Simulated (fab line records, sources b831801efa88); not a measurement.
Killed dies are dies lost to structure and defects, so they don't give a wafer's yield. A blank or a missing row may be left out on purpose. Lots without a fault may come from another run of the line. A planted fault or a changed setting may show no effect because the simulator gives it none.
Chamber matching | flow sky130 | SKY_FIELD_ISO_ETCH_17 on rie_si-01: 4 sister chambers
The step etches Si in HBr/Cl2/O2, target depth 342 nm, time 97.7 s. 4 wafers are shown with their chamber, then 12 later ones without.

WAFERS WITH THEIR CHAMBER
wafer  | chamber | drypump_motor_current_A (A)
L085.6 | 0       | 6.5
L087.1 | 2       | 6.4
L087.3 | 1       | 5.4
L087.4 | 3       | 6.1

WAFERS WITHOUT THEIR CHAMBER
wafer  | drypump_motor_current_A (A)
L088.2 | 5.4
L088.3 | 6.5
L088.6 | 6.5
L092.1 | 6.3
L092.4 | 6.1
L092.5 | 6.1
L094.1 | 6.1
L094.3 | 6.5
L094.4 | 6.4
L095.2 | 6.1
L095.3 | 5.3
L095.4 | 6.5

WHICH CHAMBER EACH WENT THROUGH
wafer  | from the rows above | in truth
L088.2 | 1                   | 1
L088.3 | 0                   | 0
L088.6 | 0                   | 0
L092.1 | 2                   | 2
L092.4 | 3                   | 3
L092.5 | 3                   | 3
L094.1 | 3                   | 3
L094.3 | 0                   | 0
L094.4 | 2                   | 2
L095.2 | 3                   | 3
L095.3 | 1                   | 1
L095.4 | 0                   | 0
Placed correctly: 12 of 12. Can't be placed from these rows: 0. Placed wrongly: 0.
How it was worked out, from the rows above alone: a wafer's distance from a chamber is the root of the sum, over the readings, of the square of ((its reading less the chamber's mean) divided by the reading's scatter). The wafer belongs to the nearest chamber; if the next one is less than 2 further off, it can't be placed. A chamber's mean is the mean of its shown wafers. The scatter: with one shown wafer a chamber, the root of the mean of the squares of how far each hidden wafer lies from its nearest shown one.
